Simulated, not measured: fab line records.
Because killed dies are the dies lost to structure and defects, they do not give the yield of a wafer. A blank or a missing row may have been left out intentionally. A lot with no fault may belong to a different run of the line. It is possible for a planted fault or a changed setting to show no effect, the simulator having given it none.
fab line records    flow gf180mcu
[record] lots = 24  wafers = 72  last-day = 34
route steps=602 shown M4@462 V4@481 MIM@505 V5@541
lots that met no fault: taken from a fault-free run of the same line
start-h: the number of hours between the record's first day and the start of the first shown wafer of the lot    wait-h: time in hours since the lot's previous step    " unchanged from the row above    L1.1+2: a single row standing in for several wafers    - either no value or no given start    * or withheld: withheld    < > ~ a bound
route shown NAME@n: a module of which the file shows steps, and the number in the route of the first    usual: mean/standard deviation taken from wafers without a fault    same: alike in all rows    chamber/n: place in a boat    sites: readings site by site    _std_site: standard deviation across them    _edge_site: mean of outer sites minus mean of inner sites    radius-mm: how far each site lies from the wafer's centre    mask NAME#n: copy n    behind: tool/chamber where the wafer was last shaped    hold: why the lot went on hold/how many hours it stayed there/how the hold came to an end    device: whichever transistor did not switch (one of n, p or np)    end of line: the tests these same wafers got at the end of their route    step lacking rows: just its recipe    killed: not the wafer's yield, but the dies lost to structure and defects at the first sort    map: a wafer's dies, marking killed ones x, the rest . and places with no die _
set.NAME: the setting the step ran with; set.NAME@STEP: the setting that earlier step ran with    model.NAME: the simulator's own value behind a step, which no gauge read
a sample of lots followed through the steps of the route, with each step as a table and each wafer as a row
services: from which hour (start-h, from the record's first day; less than 0 if before it) a tool's chamber was out of use, for how many hours, and why
[[steps]]
[step GF_M4_THK_MEAS_06]
[recipe] thk-meas-gauge = xrf  reads = AlCu_of_M4_SPUTTER_02
[usual] M4_ALCU_THK = 435/4.1
lot.wafer  tool           chamber  start-h  wait-h  M4_ALCU_THK[nm]
L074.3     film-metro-03  -        520.66   0.1     429
L074.4     "              -        "        "       427
L074.5     "              -        "        "       432
L075.2     film-metro-03  -        523.84   0.1     441
L075.3     "              -        "        "       436
L075.6     "              -        "        "       439
L076.1     film-metro-03  -        533.60   0.1     440
L076.5     "              -        "        "       436
L076.6     "              -        "        "       438
L077.2     film-metro-04  -        540.62   0.1     433
L077.3     "              -        "        "       434
L077.4     "              -        "        "       427
L078.1     film-metro-03  -        548.45   0.1     434
L078.4     "              -        "        "       434
L078.5     "              -        "        "       437
L079.2     film-metro-03  -        558.04   0.1     432
L079.3     "              -        "        "       433
L079.5     "              -        "        "       432
L080.1     film-metro-03  -        568.16   0.1     431
L080.2     "              -        "        "       434
L080.3     "              -        "        "       433
L081.1     film-metro-02  -        579.45   0.1     440
L081.2     "              -        "        "       436
L081.6     "              -        "        "       436
L082.1     film-metro-04  -        585.45   0.1     434
L082.2     "              -        "        "       439
L082.6     "              -        "        "       434
L083.1     film-metro-02  -        595.00   0.1     440
L083.2     "              -        "        "       432
L083.3     "              -        "        "       441
L084.1     film-metro-04  -        604.05   0.1     438
L084.3     "              -        "        "       435
L084.4     "              -        "        "       430
L085.3     film-metro-02  -        606.57   0.1     430
L085.4     "              -        "        "       431
L085.6     "              -        "        "       430
L086.1     film-metro-04  -        621.86   0.1     434
L086.4     "              -        "        "       435
L086.5     "              -        "        "       434
L087.3     film-metro-03  -        623.28   0.1     432
L087.4     "              -        "        "       436
L087.6     "              -        "        "       431
L088.1     film-metro-03  -        645.95   0.1     436
L088.4     "              -        "        "       439
L088.5     "              -        "        "       439
L090.1     film-metro-03  -        653.39   0.1     430
L090.4     "              -        "        "       424
L090.5     "              -        "        "       430
L089.3     film-metro-04  -        654.63   0.1     440
L089.4     "              -        "        "       441
L089.5     "              -        "        "       440
L091.2     film-metro-02  -        655.66   0.1     436
L091.5     "              -        "        "       438
L091.6     "              -        "        "       441
L092.2     film-metro-03  -        658.24   0.1     438
L092.5     "              -        "        "       435
L092.6     "              -        "        "       437
L093.2     film-metro-03  -        664.32   0.1     435
L093.5     "              -        "        "       433
L093.6     "              -        "        "       435
L094.1     film-metro-03  -        679.96   0.1     432
L094.2     "              -        "        "       434
L094.5     "              -        "        "       430
L095.1     film-metro-02  -        686.73   0.1     434
L095.2     "              -        "        "       431
L095.4     "              -        "        "       429
L096.2     film-metro-03  -        693.76   0.1     436
L096.3     "              -        "        "       436
L096.6     "              -        "        "       436
L097.1     film-metro-02  -        701.85   0.1     440
L097.2     "              -        "        "       441
L097.5     "              -        "        "       443
[step GF_V4_BOW_MEAS_05]
[recipe] mode = bow
[usual] V4_BOW = 136/8.8
lot.wafer  tool           chamber  start-h  wait-h  V4_BOW[um]
L074.3     film-metro-01  -        544.67   0.1     126
L074.4     "              -        "        "       134
L074.5     "              -        "        "       131
L075.2     film-metro-01  -        547.88   0.1     144
L075.3     "              -        "        "       137
L075.6     "              -        "        "       139
L076.1     film-metro-04  -        557.66   0.1     128
L076.5     "              -        "        "       122
L076.6     "              -        "        "       140
L077.2     film-metro-01  -        564.55   0.2     132
L077.3     "              -        "        "       141
L077.4     "              -        "        "       137
L078.1     film-metro-02  -        575.30   0.1     144
L078.4     "              -        "        "       130
L078.5     "              -        "        "       132
L079.2     film-metro-02  -        581.80   0.3     119
L079.3     "              -        "        "       121
L079.5     "              -        "        "       116
L080.1     film-metro-02  -        590.96   0.1     141
L080.2     "              -        "        "       123
L080.3     "              -        "        "       130
L081.1     film-metro-04  -        602.13   0.1     127
L081.2     "              -        "        "       123
L081.6     "              -        "        "       123
L082.1     film-metro-01  -        607.81   0.2     132
L082.2     "              -        "        "       137
L082.6     "              -        "        "       125
L083.1     film-metro-02  -        616.87   0.1     138
L083.2     "              -        "        "       130
L083.3     "              -        "        "       130
L084.1     film-metro-04  -        625.77   0.2     147
L084.3     "              -        "        "       144
L084.4     "              -        "        "       147
L085.3     film-metro-04  -        629.10   0.1     134
L085.4     "              -        "        "       139
L085.6     "              -        "        "       130
L086.1     film-metro-01  -        643.40   0.2     145
L086.4     "              -        "        "       150
L086.5     "              -        "        "       149
L087.3     film-metro-02  -        643.81   0.3     132
L087.4     "              -        "        "       131
L087.6     "              -        "        "       135
L088.1     film-metro-04  -        666.69   0.2     138
L088.4     "              -        "        "       126
L088.5     "              -        "        "       137
L090.1     film-metro-02  -        673.78   0.1     134
L090.4     "              -        "        "       133
L090.5     "              -        "        "       122
L089.3     film-metro-01  -        674.79   0.2     149
L089.4     "              -        "        "       153
L089.5     "              -        "        "       153
L091.2     film-metro-04  -        676.10   0.3     127
L091.5     "              -        "        "       126
L091.6     "              -        "        "       136
L092.2     film-metro-01  -        679.22   0.2     149
L092.5     "              -        "        "       155
L092.6     "              -        "        "       138
L093.2     film-metro-01  -        684.07   0.2     130
L093.5     "              -        "        "       125
L093.6     "              -        "        "       132
L094.1     film-metro-02  -        700.02   0.2     143
L094.2     "              -        "        "       140
L094.5     "              -        "        "       144
L095.1     film-metro-01  -        705.73   0.1     149
L095.2     "              -        "        "       141
L095.4     "              -        "        "       151
L096.2     film-metro-01  -        712.98   0.1     139
L096.3     "              -        "        "       147
L096.6     "              -        "        "       140
L097.1     film-metro-04  -        720.43   0.2     138
L097.2     "              -        "        "       123
L097.5     "              -        "        "       143
[step GF_V4_SPUTTER_21]
[recipe] material = Ti  target-thk-nm = 15  chamber-pressure-pa = 5  power-w = 2500  substrate-temp-c = 200  time-s = 81.17
[usual] throttle-valve-pct = 30.5/0.94
lot.wafer  tool            chamber  start-h  wait-h  throttle-valve-pct
L074.3     pvd-sputter-02  -        568.37   0.0     30.2
L074.4     "               -        "        "       30.1
L074.5     "               -        "        "       31.3
L075.2     pvd-sputter-03  -        571.51   0.0     30.4
L075.3     "               -        "        "       30.4
L075.6     "               -        "        "       30.2
L076.1     pvd-sputter-03  -        580.27   0.0     30.0
L076.5     "               -        "        "       30.2
L076.6     "               -        "        "       30.0
L077.2     pvd-sputter-03  -        585.22   0.0     30.3
L077.3     "               -        "        "       29.8
L077.4     "               -        "        "       29.6
L078.1     pvd-sputter-02  -        596.97   0.0     30.6
L078.4     "               -        "        "       30.2
L078.5     "               -        "        "       31.2
L079.2     pvd-sputter-01  -        604.27   0.0     30.4
L079.3     "               -        "        "       31.2
L079.5     "               -        "        "       33.2
L080.1     pvd-sputter-02  -        613.08   0.0     30.0
L080.2     "               -        "        "       30.7
L080.3     "               -        "        "       31.3
L081.1     pvd-sputter-03  -        623.52   0.0     30.4
L081.2     "               -        "        "       29.5
L081.6     "               -        "        "       30.4
L082.1     pvd-sputter-01  -        629.28   0.0     30.0
L082.2     "               -        "        "       30.7
L082.6     "               -        "        "       31.4
L083.1     pvd-sputter-01  -        637.83   0.0     33.1
L083.2     "               -        "        "       30.3
L083.3     "               -        "        "       30.1
L084.1     pvd-sputter-03  -        646.22   0.0     30.0
L084.3     "               -        "        "       30.4
L084.4     "               -        "        "       30.7
L085.3     pvd-sputter-02  -        650.07   0.0     30.2
L085.4     "               -        "        "       30.8
L085.6     "               -        "        "       31.3
L086.1     pvd-sputter-01  -        663.56   0.0     30.1
L086.4     "               -        "        "       30.4
L086.5     "               -        "        "       31.2
L087.3     pvd-sputter-03  -        663.90   0.0     29.4
L087.4     "               -        "        "       29.9
L087.6     "               -        "        "       29.4
L088.1     pvd-sputter-03  -        687.11   0.0     30.5
L088.4     "               -        "        "       30.1
L088.5     "               -        "        "       30.1
L090.1     pvd-sputter-03  -        693.26   0.0     29.4
L090.4     "               -        "        "       30.0
L090.5     "               -        "        "       30.0
L089.3     pvd-sputter-03  -        695.02   0.0     29.3
L089.4     "               -        "        "       30.4
L089.5     "               -        "        "       29.7
L091.2     pvd-sputter-01  -        696.39   0.0     31.2
L091.5     "               -        "        "       33.0
L091.6     "               -        "        "       30.5
L092.2     pvd-sputter-03  -        698.53   0.0     30.0
L092.5     "               -        "        "       29.9
L092.6     "               -        "        "       30.2
L093.2     pvd-sputter-01  -        703.37   0.0     30.1
L093.5     "               -        "        "       33.0
L093.6     "               -        "        "       30.3
L094.1     pvd-sputter-02  -        719.00   0.0     31.2
L094.2     "               -        "        "       30.1
L094.5     "               -        "        "       30.4
L095.1     pvd-sputter-02  -        725.21   0.0     29.6
L095.2     "               -        "        "       29.9
L095.4     "               -        "        "       30.7
L096.2     pvd-sputter-03  -        731.45   0.0     30.4
L096.3     "               -        "        "       29.9
L096.6     "               -        "        "       30.5
L097.1     pvd-sputter-03  -        739.41   0.0     30.5
L097.2     "               -        "        "       29.7
L097.5     "               -        "        "       29.4
[step GF_MIM_SPUTTER_02]
[recipe] material = AlCu  target-thk-nm = 450  power-w = 10600  time-s = 23.9  chamber-pressure-pa = 0.4
[usual] throttle-valve-pct = 30.4/0.56
lot.wafer  tool            chamber  start-h  wait-h  throttle-valve-pct
L074.3     pvd-sputter-03  -        569.20   0.0     30.5
L074.4     "               -        "        "       29.8
L074.5     "               -        "        "       30.4
L075.2     pvd-sputter-02  -        572.34   0.0     30.3
L075.3     "               -        "        "       30.2
L075.6     "               -        "        "       30.6
L076.1     pvd-sputter-04  -        581.10   0.0     30.9
L076.5     "               -        "        "       31.1
L076.6     "               -        "        "       31.0
L077.2     pvd-sputter-04  -        586.04   0.0     31.1
L077.3     "               -        "        "       31.1
L077.4     "               -        "        "       30.9
L078.1     pvd-sputter-03  -        597.80   0.0     29.5
L078.4     "               -        "        "       30.0
L078.5     "               -        "        "       29.4
L079.2     pvd-sputter-02  -        605.09   0.0     30.2
L079.3     "               -        "        "       30.3
L079.5     "               -        "        "       31.2
L080.1     pvd-sputter-03  -        613.90   0.0     30.4
L080.2     "               -        "        "       29.7
L080.3     "               -        "        "       29.9
L081.1     pvd-sputter-02  -        624.35   0.0     30.1
L081.2     "               -        "        "       30.5
L081.6     "               -        "        "       31.0
L082.1     pvd-sputter-02  -        630.10   0.0     30.4
L082.2     "               -        "        "       30.3
L082.6     "               -        "        "       31.5
L083.1     pvd-sputter-03  -        638.65   0.0     30.0
L083.2     "               -        "        "       29.3
L083.3     "               -        "        "       30.3
L084.1     pvd-sputter-02  -        647.33   0.0     30.0
L084.3     "               -        "        "       30.2
L084.4     "               -        "        "       30.2
L085.3     pvd-sputter-03  -        650.89   0.0     29.5
L085.4     "               -        "        "       29.9
L085.6     "               -        "        "       30.5
L086.1     pvd-sputter-03  -        664.38   0.0     30.8
L086.4     "               -        "        "       29.5
L086.5     "               -        "        "       30.1
L087.3     pvd-sputter-04  -        664.73   0.0     29.5
L087.4     "               -        "        "       31.0
L087.6     "               -        "        "       31.2
L088.1     pvd-sputter-02  -        687.94   0.0     30.3
L088.4     "               -        "        "       31.1
L088.5     "               -        "        "       31.4
L090.1     pvd-sputter-03  -        694.09   0.0     30.5
L090.4     "               -        "        "       29.4
L090.5     "               -        "        "       30.6
L089.3     pvd-sputter-03  -        695.85   0.0     30.3
L089.4     "               -        "        "       29.3
L089.5     "               -        "        "       29.3
L091.2     pvd-sputter-02  -        697.34   0.0     31.2
L091.5     "               -        "        "       30.0
L091.6     "               -        "        "       30.5
L092.2     pvd-sputter-02  -        699.47   0.0     30.0
L092.5     "               -        "        "       31.4
L092.6     "               -        "        "       30.2
L093.2     pvd-sputter-03  -        704.20   0.0     30.4
L093.5     "               -        "        "       29.6
L093.6     "               -        "        "       30.3
L094.1     pvd-sputter-03  -        719.83   0.0     30.4
L094.2     "               -        "        "       29.8
L094.5     "               -        "        "       30.7
L095.1     pvd-sputter-03  -        726.04   0.0     30.3
L095.2     "               -        "        "       29.4
L095.4     "               -        "        "       30.6
L096.2     pvd-sputter-04  -        732.27   0.0     31.0
L096.3     "               -        "        "       31.2
L096.6     "               -        "        "       31.1
L097.1     pvd-sputter-02  -        740.52   0.0     30.5
L097.2     "               -        "        "       30.1
L097.5     "               -        "        "       30.1
[step GF_V5_THK_MEAS_01]
[recipe] reads = SiO2_of_V5_CVD_00
[usual] V5_CVD_00_THK = 293.8/2.6
lot.wafer  tool           chamber  start-h  wait-h  V5_CVD_00_THK[nm]
L074.3     film-metro-01  -        613.81   0.0     296.3
L074.4     "              -        "        "       295.2
L074.5     "              -        "        "       295.6
L075.2     film-metro-03  -        615.80   0.0     293.4
L075.3     "              -        "        "       291.6
L075.6     "              -        "        "       293.1
L076.1     film-metro-01  -        623.95   0.0     294.3
L076.5     "              -        "        "       294.4
L076.6     "              -        "        "       296.9
L077.2     film-metro-02  -        629.52   0.0     291.0
L077.3     "              -        "        "       293.2
L077.4     "              -        "        "       293.6
L078.1     film-metro-03  -        640.58   0.0     290.1
L078.4     "              -        "        "       294.8
L078.5     "              -        "        "       293.9
L079.2     film-metro-02  -        647.32   0.0     293.8
L079.3     "              -        "        "       297.9
L079.5     "              -        "        "       293.9
L080.1     film-metro-02  -        655.37   0.0     294.1
L080.2     "              -        "        "       289.7
L080.3     "              -        "        "       297.0
L081.1     film-metro-01  -        664.94   0.0     291.2
L081.2     "              -        "        "       291.3
L081.6     "              -        "        "       290.6
L082.1     film-metro-02  -        669.90   0.0     293.1
L082.2     "              -        "        "       293.0
L082.6     "              -        "        "       293.7
L083.1     film-metro-03  -        678.27   0.0     290.3
L083.2     "              -        "        "       290.7
L083.3     "              -        "        "       290.2
L084.1     film-metro-01  -        687.11   0.0     297.1
L084.3     "              -        "        "       298.7
L084.4     "              -        "        "       298.8
L085.3     film-metro-01  -        690.00   0.0     289.0
L085.4     "              -        "        "       292.3
L085.6     "              -        "        "       290.5
L086.1     film-metro-02  -        703.79   0.0     294.7
L086.4     "              -        "        "       293.9
L086.5     "              -        "        "       296.4
L087.3     film-metro-03  -        704.60   0.0     292.1
L087.4     "              -        "        "       296.0
L087.6     "              -        "        "       298.2
L088.1     film-metro-01  -        726.28   0.0     288.6
L088.4     "              -        "        "       291.0
L088.5     "              -        "        "       287.9
L090.1     film-metro-01  -        731.27   0.0     296.9
L090.4     "              -        "        "       295.9
L090.5     "              -        "        "       298.1
L089.3     film-metro-03  -        733.60   0.0     295.4
L089.4     "              -        "        "       299.1
L089.5     "              -        "        "       294.6
L091.2     film-metro-02  -        734.49   0.0     293.8
L091.5     "              -        "        "       297.2
L091.6     "              -        "        "       292.1
L092.2     film-metro-01  -        736.25   0.0     293.5
L092.5     "              -        "        "       297.6
L092.6     "              -        "        "       295.6
L093.2     film-metro-02  -        740.67   0.0     291.0
L093.5     "              -        "        "       294.3
L093.6     "              -        "        "       294.0
L094.1     film-metro-03  -        755.97   0.0     299.3
L094.2     "              -        "        "       293.8
L094.5     "              -        "        "       296.4
L095.1     film-metro-02  -        761.44   0.0     295.0
L095.2     "              -        "        "       297.2
L095.4     "              -        "        "       294.7
L096.2     film-metro-03  -        767.15   0.0     291.0
L096.3     "              -        "        "       293.6
L096.6     "              -        "        "       292.0
L097.1     film-metro-03  -        774.38   0.0     290.9
L097.2     "              -        "        "       291.9
L097.5     "              -        "        "       290.3
[step GF_V5_CD_MEAS_14]
[recipe] target-cd-nm = 260
[usual] cd-nm = 259.9/1.1
lot.wafer  tool       chamber  start-h  wait-h  cd-nm
L074.3     cd-sem-01  -        634.09   0.1     258.5
L074.4     "          -        "        "       259.6
L074.5     "          -        "        "       258.2
L075.2     cd-sem-02  -        636.82   0.1     259.4
L075.3     "          -        "        "       258.2
L075.6     "          -        "        "       258.9
L076.1     cd-sem-01  -        644.64   0.1     259.8
L076.5     "          -        "        "       258.7
L076.6     "          -        "        "       259.4
L077.2     cd-sem-02  -        649.92   0.1     260.5
L077.3     "          -        "        "       261.3
L077.4     "          -        "        "       260.4
L078.1     cd-sem-02  -        659.65   0.1     260.5
L078.4     "          -        "        "       260.3
L078.5     "          -        "        "       261.2
L079.2     cd-sem-01  -        667.01   0.1     258.0
L079.3     "          -        "        "       258.8
L079.5     "          -        "        "       258.3
L080.1     cd-sem-02  -        675.20   0.1     259.6
L080.2     "          -        "        "       260.1
L080.3     "          -        "        "       261.1
L081.1     cd-sem-02  -        685.19   0.1     259.9
L081.2     "          -        "        "       258.4
L081.6     "          -        "        "       259.0
L082.1     cd-sem-01  -        689.75   0.1     258.1
L082.2     "          -        "        "       257.7
L082.6     "          -        "        "       259.0
L083.1     cd-sem-02  -        697.50   0.1     257.9
L083.2     "          -        "        "       259.2
L083.3     "          -        "        "       258.4
L084.1     cd-sem-02  -        706.50   0.1     257.7
L084.3     "          -        "        "       258.7
L084.4     "          -        "        "       257.4
L085.3     cd-sem-02  -        708.88   0.1     260.8
L085.4     "          -        "        "       260.9
L085.6     "          -        "        "       260.1
L086.1     cd-sem-02  -        722.44   0.1     261.7
L086.4     "          -        "        "       262.0
L086.5     "          -        "        "       261.9
L087.3     cd-sem-02  -        723.48   0.1     260.3
L087.4     "          -        "        "       261.2
L087.6     "          -        "        "       260.7
L088.1     cd-sem-02  -        743.34   0.1     261.4
L088.4     "          -        "        "       262.0
L088.5     "          -        "        "       260.8
L090.1     cd-sem-02  -        748.86   0.2     259.0
L090.4     "          -        "        "       260.2
L090.5     "          -        "        "       260.6
L089.3     cd-sem-02  -        751.21   0.2     261.6
L089.4     "          -        "        "       260.8
L089.5     "          -        "        "       260.8
L091.2     cd-sem-02  -        752.01   0.1     260.7
L091.5     "          -        "        "       259.6
L091.6     "          -        "        "       260.4
L092.2     cd-sem-02  -        753.06   0.1     258.4
L092.5     "          -        "        "       258.2
L092.6     "          -        "        "       259.6
L093.2     cd-sem-02  -        758.16   0.1     259.4
L093.5     "          -        "        "       259.1
L093.6     "          -        "        "       259.3
L094.1     cd-sem-02  -        772.70   0.1     260.3
L094.2     "          -        "        "       261.2
L094.5     "          -        "        "       259.3
L095.1     cd-sem-02  -        777.79   0.1     258.9
L095.2     "          -        "        "       258.7
L095.4     "          -        "        "       258.4
L096.2     cd-sem-02  -        784.16   0.1     260.7
L096.3     "          -        "        "       259.5
L096.6     "          -        "        "       259.9
L097.1     cd-sem-02  -        791.39   0.1     261.3
L097.2     "          -        "        "       260.6
L097.5     "          -        "        "       261.9
[[services]]
tool            chamber  start-h  hours  kind
pvd-sputter-02  2        552.77   -      consumable-replace:kit
pvd-sputter-02  2        552.77   18.0   scheduled-down
pvd-sputter-02  2        552.77   18.0   vent-cycle
pvd-sputter-03  -        556.36   9.2    repair
pvd-sputter-02  -        580.93   1.2    repair
pvd-sputter-02  -        587.65   4.8    repair
pvd-sputter-04  -        591.21   1.6    repair
pvd-sputter-04  2        597.64   -      consumable-replace:kit
pvd-sputter-04  2        597.64   18.0   scheduled-down
pvd-sputter-04  2        597.64   18.0   vent-cycle
pvd-sputter-01  3        636.15   -      consumable-replace:kit
pvd-sputter-01  3        636.15   18.0   scheduled-down
pvd-sputter-01  3        636.15   18.0   vent-cycle
pvd-sputter-03  -        641.55   0.9    repair
pvd-sputter-01  -        646.98   1.1    repair
pvd-sputter-03  3        650.98   -      consumable-replace:kit
pvd-sputter-03  3        650.98   18.0   scheduled-down
pvd-sputter-03  3        650.98   18.0   vent-cycle
pvd-sputter-04  -        675.06   1.9    repair
pvd-sputter-02  -        682.56   1.1    repair
pvd-sputter-04  -        706.26   13.1   repair
pvd-sputter-04  1        725.23   -      consumable-replace:kit
pvd-sputter-01  -        727.03   3.5    repair
pvd-sputter-01  -        730.87   1.7    repair
[[key]]
fault none
